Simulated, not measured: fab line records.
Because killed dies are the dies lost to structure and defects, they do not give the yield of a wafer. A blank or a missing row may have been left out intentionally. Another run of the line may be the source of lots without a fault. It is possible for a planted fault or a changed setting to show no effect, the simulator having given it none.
fab line records	flow sfq_line
record: lots: 5	wafers: 15	last_day: 85
route steps=325 shown I7@305 M8@311
lots untouched by any fault: they come from a run of this same line in which no faults occurred
start_h: the number of hours between the record's first day and the start of the first shown wafer of the lot	wait_h: hours from the lot's prior step to this one	" the same as in the row above	L1.1+2: a single row standing in for several wafers	- no value, or no start was given	* or withheld: withheld	< > ~ a bound
route shown NAME@n: a module of which the file shows steps, and the number in the route of the first	usual: mean/standard deviation taken from wafers without a fault	same: alike in all rows	chamber/n: place in a boat	sites: the reading at each site	_std_site: the standard deviation of these	_edge_site: the outer-site mean with the inner-site mean subtracted	radius_mm: for every site, how far away it sits from the centre of the wafer	mask NAME#n: copy n	behind: the most recent tool/chamber to have shaped the wafer	hold: cause of the lot's hold/its duration in hours/its outcome	device: names the non-switching transistor (n, p or np)	end of line: the same wafers' tests at the end of the route	step lacking rows: just its recipe	killed: the dies lost at the first sort to structure and to defects; this is not the yield of the wafer	map: the dies of a wafer, with x for killed, . for not killed, _ for no die there
set.NAME: setting as actually run; set.NAME@STEP: the setting as run at that earlier step	model.NAME: the simulator's own value behind a step, which no gauge read
lots at selected steps of the route; one table per step, one row per wafer
services: a tool's chamber out of use, with start hour (start_h, from the record's first day; less than 0 if before it), hours out, and reason
== steps ==
step: SFQ_TRILAYER_I7_VIA_LITHO_DEVELOP_189
recipe: time_s: 60	resist: KrF
lot.wafer	tool	chamber	start_h	wait_h
L075.2+4+6	litho_track-04	0	1925.74	0.1
L078.4+5+6	litho_track-03	0	1938.06	0.1
L082.2+4+6	litho_track-04	0	1950.81	0.1
L086.1+2+3	litho_track-03	0	1955.59	0.1
L091.3+5+6	litho_track-01	0	2043.91	0.1
step: SFQ_I7_OVL_MEAS_947
usual: I7_OVL: -2/5.9
lot.wafer	tool	chamber	start_h	wait_h	I7_OVL[nm]
L075.2	overlay-01	-	1925.87	0.1	-9
L075.4	"	-	"	"	-1
L075.6	"	-	"	"	-1
L078.4	overlay-02	-	1938.15	0.1	-4
L078.5	"	-	"	"	-1
L078.6	"	-	"	"	-1
L082.2	overlay-02	-	1950.94	0.1	3
L082.4	"	-	"	"	5
L082.6	"	-	"	"	-1
L086.1	overlay-02	-	1955.74	0.1	7
L086.2	"	-	"	"	4
L086.3	"	-	"	"	-3
L091.3	overlay-02	-	2044.02	0.1	10
L091.5	"	-	"	"	15
L091.6	"	-	"	"	6
step: SFQ_TRILAYER_I7_VIA_BARC_OPEN_VIA_ETCH_260
recipe: mask_material: PR	chemistry: O2	target_depth_nm: 125	target: BARC	source_w: 500	bias_w: 80	pressure_mtorr: 30	time_s: 41.7
usual: drypump_motor_current_A: 5.7/0.47	oes_product_au: 0.684/0.0048
lot.wafer	tool	chamber	start_h	wait_h	drypump_motor_current_A	oes_product_au	rf_hours_counter_h
L075.2	rie_diel-03	1	1925.90	0.0	6.6	0.687	14
L075.4	"	3	"	"	5.9	0.678	17
L075.6	"	1	"	"	6.6	0.685	-
L078.4	rie_diel-03	0	1938.17	0.0	6.3	0.675	5
L078.5	"	3	"	"	5.9	0.691	-
L078.6	"	0	"	"	6.3	0.688	-
L082.2	rie_diel-03	1	1950.97	0.0	6.6	0.687	14
L082.4	"	0	"	"	6.3	0.688	5
L082.6	"	0	"	"	6.3	0.680	-
L086.1	rie_diel-04	1	1955.77	0.0	5.3	0.687	1
L086.2	"	2	"	"	5.5	0.685	17
L086.3	"	0	"	"	5.3	0.687	1
L091.3	rie_diel-02	0	2044.04	0.0	5.9	0.684	13
L091.5	"	1	"	"	5.2	0.688	-
L091.6	"	2	"	"	5.4	0.677	-
step: SFQ_TRILAYER_I7_VIA_ETCH_VIA_ETCH_190
recipe: target: SiO2	stop_on: Nb	mask_material: PR	taper_deg: 20	chemistry: CHF3	target_depth_nm: 260	source_w: 500	bias_w: 80	pressure_mtorr: 30	time_s: withheld
usual: drypump_motor_current_A: 5.7/0.47	oes_product_au: 0.854/0.0048
lot.wafer	tool	chamber	start_h	wait_h	drypump_motor_current_A	oes_product_au
L075.2	rie_diel-03	1	1925.94	0.0	6.6	0.850
L075.4	"	3	"	"	5.9	0.851
L075.6	"	1	"	"	6.6	0.856
L078.4	rie_diel-03	0	1938.21	0.0	6.3	0.847
L078.5	"	3	"	"	5.9	0.847
L078.6	"	0	"	"	6.3	0.860
L082.2	rie_diel-03	1	1951.01	0.0	6.5	0.851
L082.4	"	0	"	"	6.3	0.856
L082.6	"	0	"	"	6.3	0.861
L086.1	rie_diel-04	1	1955.81	0.0	5.3	0.854
L086.2	"	2	"	"	5.5	0.863
L086.3	"	0	"	"	5.3	0.850
L091.3	rie_diel-02	0	2044.08	0.0	5.8	0.861
L091.5	"	1	"	"	5.2	0.859
L091.6	"	2	"	"	5.4	0.858
step: SFQ_TRILAYER_I7_VIA_STRIP_STRIP_191
recipe: gas: O2	power_w: 200	platen_temp_c: 40	overash_fraction: 0.65	chemistry: O2	pressure_mtorr: 50
usual: drypump_motor_current_A: 5.9/0.31	oes_product_au: 1.002/0.0088
lot.wafer	tool	chamber	start_h	wait_h	drypump_motor_current_A	oes_product_au	rf_hours_counter_h
L075.2	rie_metal-03	0	1926.26	-	6.5	0.989	-
L075.4	"	0	"	"	6.5	0.988	-
L075.6	"	0	"	"	6.4	0.992	-
L078.4	rie_metal-03	1	1938.52	-	6.0	1.001	-
L078.5	"	0	"	"	6.4	0.985	-
L078.6	"	1	"	"	6.0	1.000	-
L082.2	rie_metal-04	0	1951.13	-	5.8	1.012	17
L082.4	"	1	"	"	5.9	1.008	-
L082.6	"	0	"	"	5.8	1.005	-
L086.1	rie_metal-03	0	1955.93	-	6.4	0.994	64
L086.2	"	1	"	"	6.0	1.000	5
L086.3	"	0	"	"	6.4	0.991	-
L091.3	rie_metal-04	1	2044.40	-	5.9	1.006	-
L091.5	"	1	"	"	5.9	1.006	-
L091.6	"	0	"	"	5.8	1.000	-
step: SFQ_TRILAYER_I7_VIA_STRIP_SOLV_CLEAN_192
recipe: chemistry: NMP	temp_c: 70	time_s: 600
usual: bath_heat_duty_pct: 13.5/1.7
lot.wafer	tool	chamber	start_h	wait_h	bath_heat_duty_pct
L075.2	wet_bench-01	7	1927.26	0.8	10.9
L075.4	"	5	"	"	15.2
L075.6	"	2	"	"	13.0
L078.4	wet_bench-01	5	1938.92	0.2	14.4
L078.5	"	4	"	"	13.5
L078.6	"	3	"	"	15.0
L082.2	wet_bench-03	5	1951.73	0.4	12.9
L082.4	"	4	"	"	15.7
L082.6	"	0	"	"	13.2
L086.1	wet_bench-01	7	1956.53	0.4	11.2
L086.2	"	5	"	"	14.9
L086.3	"	6	"	"	12.2
L091.3	wet_bench-04	0	2044.80	0.2	11.7
L091.5	"	7	"	"	15.2
L091.6	"	5	"	"	10.7
step: SFQ_TRILAYER_M8_LITHO_LOR_COAT_197
recipe: resist: lift-off	spin_rpm: 3000
lot.wafer	tool	chamber	start_h	wait_h
L075.2+4+6	litho_track-02	0	1927.48	0.1
L078.4+5+6	litho_track-03	0	1939.24	0.1
L082.2+4+6	litho_track-03	0	1951.95	0.1
L086.1+2+3	litho_track-02	0	1956.70	0.0
L091.3+5+6	litho_track-03	0	2045.07	0.1
step: SFQ_TRILAYER_M8_LITHO_LOR_BAKE_198
recipe: resist: lift-off	temp_c: withheld	time_s: withheld
lot.wafer	tool	chamber	start_h	wait_h
L075.2+4+6	litho_track-02	0	1927.82	0.3
L078.4+5+6	litho_track-03	0	1939.67	0.4
L082.2+4+6	litho_track-03	0	1952.29	0.3
L086.1+2+3	litho_track-02	0	1957.00	0.2
L091.3+5+6	litho_track-03	0	2045.46	0.3
step: SFQ_TRILAYER_M8_LITHO_COAT_193
recipe: resist: KrF	spin_rpm: 3000	resist_thk_nm: 600
lot.wafer	tool	chamber	start_h	wait_h
L075.2+4+6	litho_track-02	0	-	-
L078.4+5+6	litho_track-03	0	-	-
L082.2+4+6	litho_track-03	0	-	-
L086.1+2+3	litho_track-02	0	-	-
L091.3+5+6	litho_track-03	0	-	-
step: SFQ_TRILAYER_M8_LITHO_SOFTBAKE_199
recipe: temp_c: withheld	time_s: withheld	resist: KrF
lot.wafer	tool	chamber	start_h	wait_h
L075.2+4+6	litho_track-02	0	-	-
L078.4+5+6	litho_track-03	0	-	-
L082.2+4+6	litho_track-03	0	-	-
L086.1+2+3	litho_track-02	0	-	-
L091.3+5+6	litho_track-03	0	-	-
step: SFQ_TRILAYER_M8_LITHO_EXPOSE_194
recipe: mask_id: M8	na: 0.6	source_shape: conventional	sigma_outer: 0.65	target_cd_nm: 2000	dose_mj: 14.4
usual: exposure_dose_mJ_cm2: 14.399/0.015
lot.wafer	tool	chamber	start_h	wait_h	mask	exposure_dose_mJ_cm2
L075.2	krf_scanner-02	0	1991.64	-	M8#0	14.381
L075.4	"	0	"	"	M8#0	14.393
L075.6	"	0	"	"	M8#0	14.384
L078.4	krf_scanner-01	0	2012.11	-	M8#0	14.407
L078.5	"	0	"	"	M8#0	14.408
L078.6	"	0	"	"	M8#0	14.413
L082.2	krf_scanner-02	0	2019.64	-	M8#0	14.404
L082.4	"	0	"	"	M8#0	14.409
L082.6	"	0	"	"	M8#0	14.384
L086.1	krf_scanner-02	0	2024.24	-	M8#0	14.399
L086.2	"	0	"	"	M8#0	14.425
L086.3	"	0	"	"	M8#0	14.421
L091.3	krf_scanner-02	0	2047.51	-	M8#0	14.405
L091.5	"	0	"	"	M8#0	14.411
L091.6	"	0	"	"	M8#0	14.383
step: SFQ_TRILAYER_M8_LITHO_PEB_196
recipe: peb_temp_c: 115	peb_time_s: 60	resist: KrF
usual: heater_power_total_W: 79.15/0.063
lot.wafer	tool	chamber	start_h	wait_h	heater_power_total_W
L075.2	litho_track-02	0	1992.66	0.8	79.16
L075.4	"	0	"	"	79.07
L075.6	"	0	"	"	79.11
L078.4	litho_track-03	0	2012.78	0.5	79.19
L078.5	"	0	"	"	79.25
L078.6	"	0	"	"	79.14
L082.2	litho_track-02	0	2020.67	0.8	79.01
L082.4	"	0	"	"	79.15
L082.6	"	0	"	"	79.03
L086.1	litho_track-03	0	2025.44	1.0	79.30
L086.2	"	0	"	"	79.22
L086.3	"	0	"	"	79.16
L091.3	litho_track-01	0	2048.36	0.7	79.15
L091.5	"	0	"	"	79.16
L091.6	"	0	"	"	79.18
step: SFQ_TRILAYER_M8_LITHO_DEVELOP_195
recipe: img_clear_s: 15	time_s: 55	resist: KrF
lot.wafer	tool	chamber	start_h	wait_h
L075.2+4+6	litho_track-02	0	1992.81	0.1
L078.4+5+6	litho_track-03	0	2012.93	0.1
L082.2+4+6	litho_track-02	0	2020.82	0.1
L086.1+2+3	litho_track-03	0	2025.59	0.1
L091.3+5+6	litho_track-01	0	2048.51	0.1
step: SFQ_M8_OVL_MEAS_948
usual: M8_OVL: -2/6.2
lot.wafer	tool	chamber	start_h	wait_h	M8_OVL[nm]
L075.2	overlay-02	-	1992.94	0.1	-19
L075.4	"	-	"	"	-12
L075.6	"	-	"	"	-16
L078.4	overlay-02	-	2013.02	0.1	8
L078.5	"	-	"	"	-1
L078.6	"	-	"	"	2
L082.2	overlay-02	-	2020.94	0.1	-8
L082.4	"	-	"	"	-6
L082.6	"	-	"	"	-9
L086.1	overlay-02	-	2025.74	0.1	1
L086.2	"	-	"	"	1
L086.3	"	-	"	"	0
L091.3	overlay-01	-	2048.61	0.1	2
L091.5	"	-	"	"	0
L091.6	"	-	"	"	6
step: SFQ_TRILAYER_M8_DEP_EVAP_197
recipe: material: Ti	angular_spread_deg: 1	target_thk_nm: 20	time_s: 100	power_w: 2000
lot.wafer	tool	chamber	start_h	wait_h
L075.2+4+6	pvd_sputter-02	-	1992.97	0.0
L078.4+5+6	pvd_sputter-01	-	2013.03	0.0
L082.2+4+6	pvd_sputter-01	-	2020.97	0.0
L086.1+2+3	pvd_sputter-01	-	2025.77	0.0
L091.3+5+6	pvd_sputter-02	-	2048.64	0.0
step: SFQ_TRILAYER_M8_DEP_EVAP_198
recipe: material: Pt	angular_spread_deg: 1	target_thk_nm: 50	time_s: 250	power_w: 2000
lot.wafer	tool	chamber	start_h	wait_h
L075.2+4+6	pvd_sputter-02	-	1993.04	0.0
L078.4+5+6	pvd_sputter-01	-	2013.11	0.0
L082.2+4+6	pvd_sputter-01	-	2021.04	0.0
L086.1+2+3	pvd_sputter-01	-	2025.84	0.0
L091.3+5+6	pvd_sputter-02	-	2048.71	0.0
step: SFQ_TRILAYER_M8_DEP_EVAP_196
recipe: material: Au	angular_spread_deg: 1	target_thk_nm: 180	time_s: 900	power_w: 2000
lot.wafer	tool	chamber	start_h	wait_h
L075.2+4+6	pvd_sputter-02	-	1993.19	0.1
L078.4+5+6	pvd_sputter-01	-	2013.26	0.1
L082.2+4+6	pvd_sputter-01	-	2021.20	0.1
L086.1+2+3	pvd_sputter-01	-	2026.00	0.1
L091.3+5+6	pvd_sputter-02	-	2048.87	0.1
step: SFQ_M8_RS_MEAS_949
recipe: thk_meas_gauge: four-point-probe	reads: Au_of_TRILAYER_M8_DEP_EVAP_196+Pt_of_TRILAYER_M8_DEP_EVAP_198+Ti_of_TRILAYER_M8_DEP_EVAP_197
usual: M8_AU_RS: 0.1530/0.0021
lot.wafer	tool	chamber	start_h	wait_h	M8_AU_RS[ohm/sq]
L075.2	film_metro-04	-	1993.73	0.3	0.1548
L075.4	"	-	"	"	0.1523
L075.6	"	-	"	"	0.1536
L078.4	film_metro-01	-	2013.84	0.3	0.1519
L078.5	"	-	"	"	0.1524
L078.6	"	-	"	"	0.1525
L082.2	film_metro-04	-	2021.74	0.3	0.1509
L082.4	"	-	"	"	0.1497
L082.6	"	-	"	"	0.1524
L086.1	film_metro-02	-	2026.52	0.3	0.1506
L086.2	"	-	"	"	0.1495
L086.3	"	-	"	"	0.1517
L091.3	film_metro-04	-	2049.42	0.3	0.1521
L091.5	"	-	"	"	0.1531
L091.6	"	-	"	"	0.1524
step: SFQ_M8_THK_MEAS_950
recipe: thk_meas_gauge: xrf	reads: Au_of_TRILAYER_M8_DEP_EVAP_196
usual: M8_AU_THK: 180.2/2.5
lot.wafer	tool	chamber	start_h	wait_h	M8_AU_THK[nm]
L075.2	film_metro-04	-	1993.84	0.1	177.4
L075.4	"	-	"	"	180.6
L075.6	"	-	"	"	179.3
L078.4	film_metro-01	-	2013.93	0.1	181.3
L078.5	"	-	"	"	180.0
L078.6	"	-	"	"	181.7
L082.2	film_metro-04	-	2021.85	0.1	182.6
L082.4	"	-	"	"	184.0
L082.6	"	-	"	"	180.2
L086.1	film_metro-02	-	2026.64	0.1	184.1
L086.2	"	-	"	"	184.7
L086.3	"	-	"	"	181.7
L091.3	film_metro-04	-	2049.52	0.1	180.4
L091.5	"	-	"	"	180.0
L091.6	"	-	"	"	181.0
step: SFQ_TRILAYER_M8_LIFTOFF_LIFTOFF_197
recipe: temp_c: 80	time_s: 600	chemistry: NMP
usual: bath_heat_duty_pct: 17.8/2.1
lot.wafer	tool	chamber	start_h	wait_h	bath_heat_duty_pct
L075.2	wet_bench-02	7	1993.89	0.0	17.3
L075.4	"	3	"	"	15.9
L075.6	"	2	"	"	16.7
L078.4	wet_bench-03	0	2013.96	0.0	16.5
L078.5	"	3	"	"	16.7
L078.6	"	4	"	"	18.3
L082.2	wet_bench-02	7	2021.90	0.0	15.3
L082.4	"	5	"	"	16.7
L082.6	"	6	"	"	19.8
L086.1	wet_bench-02	5	2026.70	0.1	17.4
L086.2	"	1	"	"	18.0
L086.3	"	7	"	"	16.2
L091.3	wet_bench-03	0	2049.56	0.0	16.5
L091.5	"	2	"	"	19.8
L091.6	"	3	"	"	16.6
step: SFQ_M8_BOW_MEAS_951
recipe: mode: bow
usual: M8_BOW: 9/7.9
lot.wafer	tool	chamber	start_h	wait_h	M8_BOW[um]
L075.2	film_metro-02	-	1994.10	0.0	6
L075.4	"	-	"	"	5
L075.6	"	-	"	"	18
L078.4	film_metro-04	-	2014.19	0.1	17
L078.5	"	-	"	"	15
L078.6	"	-	"	"	20
L082.2	film_metro-01	-	2022.09	0.0	10
L082.4	"	-	"	"	4
L082.6	"	-	"	"	20
L086.1	film_metro-04	-	2026.87	0.0	23
L086.2	"	-	"	"	12
L086.3	"	-	"	"	23
L091.3	film_metro-01	-	2049.78	0.0	4
L091.5	"	-	"	"	10
L091.6	"	-	"	"	6
== services ==
tool	chamber	start_h	hours	kind
pvd_sputter-02	-	1904.28	1.9	repair
krf_scanner-02	-	1923.33	1.3	pm
krf_scanner-01	-	1930.93	0.6	repair
krf_scanner-01	-	1936.37	1.3	pm
wet_bench-04	-	1948.24	4.3	repair
rie_diel-03	2	1949.21	1.2	repair
rie_diel-02	3	1957.31	6.3	repair
krf_scanner-01	-	1959.39	1.0	pm
krf_scanner-01	-	1973.56	4.0	pm
krf_scanner-01	-	1982.38	0.8	pm
rie_diel-04	0	1982.87	3.7	repair
rie_diel-03	-	1990.35	14.6	pm
pvd_sputter-01	-	1996.58	5.0	repair
rie_diel-02	-	1997.01	5.2	repair
krf_scanner-02	-	2004.64	4.4	pm
wet_bench-01	-	2005.28	1.7	repair
krf_scanner-02	-	2009.01	3.6	pm
rie_diel-03	0	2015.11	3.4	repair
rie_metal-04	-	2015.31	2.8	pm
rie_metal-03	-	2028.99	1.1	repair
pvd_sputter-02	-	2029.03	2.7	repair
krf_scanner-02	-	2039.36	0.9	repair
rie_metal-03	-	2040.13	1.4	pm
krf_scanner-02	-	2041.51	1.0	pm
== key ==
fault none
